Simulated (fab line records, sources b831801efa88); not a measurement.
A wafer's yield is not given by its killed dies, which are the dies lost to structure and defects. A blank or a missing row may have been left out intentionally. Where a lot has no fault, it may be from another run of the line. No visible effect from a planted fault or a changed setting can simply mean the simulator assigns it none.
Problem report, 8D (eight disciplines) form, completed by code + flow gf180mcu + the parts of the form that need people (team, actions taken, sign-off) are left out

== 1. PROBLEM STATEMENT ==
oesProductAu at GF_PSD_STRIP_10 reads a mean of 0.748 a.u. on 3 wafers of 1 lot; wafers without a fault read 0.592 a.u. with a standard deviation of 0.0042. Relative to the usual mean, that is a shift of +37 standard deviations.
The step: strips in O2/N2.
Seen first at day 19 21:52 on plasmaAsher-03, wafer L753.1. At this step, 39 wafers from 13 lots have a number in the record. Rule for "out" (also "out of limits"): further than 4 standard deviations from the usual mean. Any other wafer with a number is counted as sound.

== 2. WHAT IT IS, WHAT IT ISN'T ==
| question                    | is                     | is not                                                                    |
|-----------------------------|------------------------|---------------------------------------------------------------------------|
| which readings at this step | oesProductAu           | drypumpMotorCurrentA, heaterPowerW                                        |
| which lots                  | L753                   | L738, L740, L741, L742, L743, L745, L746, L747, L748, L751, L759, L760    |
| which wafers of those lots  | all that have a number | -                                                                         |
| read on which tools         | plasmaAsher-03         | plasmaAsher-01, plasmaAsher-04                                            |
| when                        | from day 19 21:52      | up to then (30 sound wafers); but 6 sound wafers of L759, L760 came after |

== 3. WHAT RULES OUT EACH SUSPECT ==
Counting: a tool stays on the suspect list if, at a process step up to the reading, it processed all lots that are out and no sound lot following the first of them.
- plasmaAsher-03 at GF_PSD_STRIP_10 (strips in O2/N2): kept. It ran the lot that is out, L753 (day 19 21:52), and no sound lot after that; its last sound lot up to then is L748 (day 18 14:11). Out on those wafers are its own readings of oesProductAu.
Remaining after the count: plasmaAsher-03 at GF_PSD_STRIP_10.

== 4. THE CAUSE (what the simulator had put in) ==
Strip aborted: plasmaAsher-03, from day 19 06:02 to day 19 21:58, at GF_PSD_STRIP_10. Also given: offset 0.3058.
The count eliminated every tool but this one.

== 5. THE EFFECT CHAIN, in route order ==
Each row: a reading whose mean over the struck wafers that have a number lies more than 3 standard deviations from the usual. Readings are gone through only where the record gives a usual standard deviation; hours: the median, over the lots, of the time from a lot's start at the first step in this table giving one to that lot's start at this step; sigmas: the change measured in usual standard deviations.
| hours | step            | reading      | usual      | on struck wafers | change | sigmas |
|-------|-----------------|--------------|------------|------------------|--------|--------|
| 0     | GF_PSD_STRIP_10 | oesProductAu | 0.592 a.u. | 0.748            | +0.156 | +37    |
Here are the process steps it includes:
- GF_PSD_STRIP_10: strips in O2/N2.
Readings that are blank on the struck wafers while sound wafers have them: stripTimeToEndpointS at GF_PSD_STRIP_10.

== 6. WHAT WOULD HAVE CAUGHT IT SOONER ==
The fault began at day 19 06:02; the first out-of-limits reading in this record came at day 19 21:52, 16 hours later.
